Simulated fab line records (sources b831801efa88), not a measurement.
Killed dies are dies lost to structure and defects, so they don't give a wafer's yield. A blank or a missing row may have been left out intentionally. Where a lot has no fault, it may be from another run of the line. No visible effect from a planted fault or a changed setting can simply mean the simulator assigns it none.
A sampling plan put to the test / flow sky130 / one line in one fab, 15 faults in these records, each fault weighed on the records of the lots it struck
Plan = the line's own looks (route steps where a gauge or an inspection reads the wafer without altering it). A look can be judged if struck wafers have a number there and the file gives its usual mean and standard deviation on fault-free wafers. Caught: the struck wafers' mean, at a look after the fault's first step, is 4 or more of those standard deviations (sigma) away from the usual mean. On the tool: here the same test is run on the tool's own readings at the fault's steps. If the struck wafers alone have a blank record, or they carry another recipe, that too counts as caught.

## THE FAULTS, as the simulator had put them in
1. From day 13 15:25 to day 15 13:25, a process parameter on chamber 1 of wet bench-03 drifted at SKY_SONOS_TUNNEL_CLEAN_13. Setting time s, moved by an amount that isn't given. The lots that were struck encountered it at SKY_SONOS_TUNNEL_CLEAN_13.
2. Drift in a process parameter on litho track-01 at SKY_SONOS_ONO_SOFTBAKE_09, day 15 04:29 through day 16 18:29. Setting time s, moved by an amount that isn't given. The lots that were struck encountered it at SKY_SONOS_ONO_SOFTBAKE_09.
3. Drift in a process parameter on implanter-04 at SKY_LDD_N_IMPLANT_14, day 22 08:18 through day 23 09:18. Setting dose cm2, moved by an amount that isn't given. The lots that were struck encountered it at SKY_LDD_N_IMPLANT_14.
4. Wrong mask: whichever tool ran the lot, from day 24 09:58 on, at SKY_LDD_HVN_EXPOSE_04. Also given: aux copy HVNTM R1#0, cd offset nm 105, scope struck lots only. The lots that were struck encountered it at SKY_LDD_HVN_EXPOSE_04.
5. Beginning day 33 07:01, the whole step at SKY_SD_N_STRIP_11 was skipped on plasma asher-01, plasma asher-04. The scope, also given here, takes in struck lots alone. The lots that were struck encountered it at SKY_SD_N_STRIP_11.
6. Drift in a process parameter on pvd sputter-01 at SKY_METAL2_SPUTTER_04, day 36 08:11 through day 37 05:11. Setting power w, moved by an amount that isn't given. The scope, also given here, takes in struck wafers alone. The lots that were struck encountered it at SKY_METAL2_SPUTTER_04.
7. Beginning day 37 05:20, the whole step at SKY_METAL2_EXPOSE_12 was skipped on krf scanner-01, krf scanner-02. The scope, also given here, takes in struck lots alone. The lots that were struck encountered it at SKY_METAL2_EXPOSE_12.
8. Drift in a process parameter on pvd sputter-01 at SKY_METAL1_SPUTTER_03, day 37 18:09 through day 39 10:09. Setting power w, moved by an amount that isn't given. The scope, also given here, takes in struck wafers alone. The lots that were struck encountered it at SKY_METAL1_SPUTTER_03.
9. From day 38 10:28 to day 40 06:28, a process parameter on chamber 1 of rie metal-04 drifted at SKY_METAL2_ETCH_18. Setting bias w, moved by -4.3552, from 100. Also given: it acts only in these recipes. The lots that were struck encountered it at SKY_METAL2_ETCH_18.
10. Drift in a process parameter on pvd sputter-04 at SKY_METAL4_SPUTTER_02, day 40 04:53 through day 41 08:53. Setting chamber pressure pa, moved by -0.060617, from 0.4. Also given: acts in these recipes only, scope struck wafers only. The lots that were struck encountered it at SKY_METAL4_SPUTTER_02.
11. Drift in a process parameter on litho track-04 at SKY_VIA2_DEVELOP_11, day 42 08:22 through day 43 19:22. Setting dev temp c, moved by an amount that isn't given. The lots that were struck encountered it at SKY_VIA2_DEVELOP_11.
12. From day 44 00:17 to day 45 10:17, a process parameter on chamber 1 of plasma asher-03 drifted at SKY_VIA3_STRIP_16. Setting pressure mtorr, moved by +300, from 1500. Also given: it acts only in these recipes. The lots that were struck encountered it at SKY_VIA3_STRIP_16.
13. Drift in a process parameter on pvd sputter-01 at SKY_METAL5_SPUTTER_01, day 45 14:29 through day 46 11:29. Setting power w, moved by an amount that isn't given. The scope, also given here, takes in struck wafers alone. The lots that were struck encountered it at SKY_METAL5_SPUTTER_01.
14. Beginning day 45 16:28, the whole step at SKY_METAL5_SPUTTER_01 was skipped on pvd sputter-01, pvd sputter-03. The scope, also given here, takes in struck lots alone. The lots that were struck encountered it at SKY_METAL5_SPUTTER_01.
15. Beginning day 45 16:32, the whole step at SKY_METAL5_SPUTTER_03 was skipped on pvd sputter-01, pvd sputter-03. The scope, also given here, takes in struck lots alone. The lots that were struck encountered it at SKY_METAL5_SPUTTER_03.

## WHAT THE PLAN SAW
fault=1; on the tool itself=run length s -5.4 sigma; first look that catches it=none of the 3 looks that can be judged after it; reading, sigma=-; median hours from its first step to that look=-; hours from the fault's start to the first struck lot there=-; judged looks passed uncaught=3
fault=2; on the tool itself=heater power total W +94 sigma; first look that catches it=no look after it can be judged; reading, sigma=-; median hours from its first step to that look=-; hours from the fault's start to the first struck lot there=-; judged looks passed uncaught=0
fault=3; on the tool itself=dose ions cm2 +99 or beyond sigma; first look that catches it=none of the 2 looks that can be judged after it; reading, sigma=-; median hours from its first step to that look=-; hours from the fault's start to the first struck lot there=-; judged looks passed uncaught=2
fault=4; on the tool itself=no reading that can be judged; first look that catches it=not the one look that can be judged after it; reading, sigma=-; median hours from its first step to that look=-; hours from the fault's start to the first struck lot there=-; judged looks passed uncaught=1
fault=5; on the tool itself=the tool's record is blank for the struck wafers; first look that catches it=none of the 2 looks that can be judged after it; reading, sigma=-; median hours from its first step to that look=-; hours from the fault's start to the first struck lot there=-; judged looks passed uncaught=2
fault=6; on the tool itself=cathode dc power W +99 or beyond sigma; first look that catches it=no look after it can be judged; reading, sigma=-; median hours from its first step to that look=-; hours from the fault's start to the first struck lot there=-; judged looks passed uncaught=0
fault=7; on the tool itself=no reading that can be judged; first look that catches it=no look after it can be judged; reading, sigma=-; median hours from its first step to that look=-; hours from the fault's start to the first struck lot there=-; judged looks passed uncaught=0
fault=8; on the tool itself=cathode dc power W +99 or beyond sigma; first look that catches it=no look after it can be judged; reading, sigma=-; median hours from its first step to that look=-; hours from the fault's start to the first struck lot there=-; judged looks passed uncaught=0
fault=9; on the tool itself=bias w -15 sigma; first look that catches it=no look after it can be judged; reading, sigma=-; median hours from its first step to that look=-; hours from the fault's start to the first struck lot there=-; judged looks passed uncaught=0
fault=10; on the tool itself=chamber pressure pa -79 sigma; first look that catches it=no look after it can be judged; reading, sigma=-; median hours from its first step to that look=-; hours from the fault's start to the first struck lot there=-; judged looks passed uncaught=0
fault=11; on the tool itself=developer temp C +18 sigma; first look that catches it=not the one look that can be judged after it; reading, sigma=-; median hours from its first step to that look=-; hours from the fault's start to the first struck lot there=-; judged looks passed uncaught=1
fault=12; on the tool itself=chamber pressure mTorr +99 or beyond sigma; first look that catches it=no look after it can be judged; reading, sigma=-; median hours from its first step to that look=-; hours from the fault's start to the first struck lot there=-; judged looks passed uncaught=0
fault=13; on the tool itself=cathode dc power W +99 or beyond sigma; first look that catches it=not the one look that can be judged after it; reading, sigma=-; median hours from its first step to that look=-; hours from the fault's start to the first struck lot there=-; judged looks passed uncaught=1
fault=14; on the tool itself=the tool's record is blank for the struck wafers; first look that catches it=no look after it can be judged; reading, sigma=-; median hours from its first step to that look=-; hours from the fault's start to the first struck lot there=-; judged looks passed uncaught=0
fault=15; on the tool itself=the tool's record is blank for the struck wafers; first look that catches it=no look after it can be judged; reading, sigma=-; median hours from its first step to that look=-; hours from the fault's start to the first struck lot there=-; judged looks passed uncaught=0
A dash: the fault is not caught, or the number is missing from these records.

Caught at a look: 0 of 15. Caught on the tool: 13 of 15. By one or the other: 13 of 15.
Caught on the tool alone: faults 1, 2, 3, 5, 6, 8, 9, 10, 11, 12, 13, 14, 15.
Caught by neither: faults 4, 7.
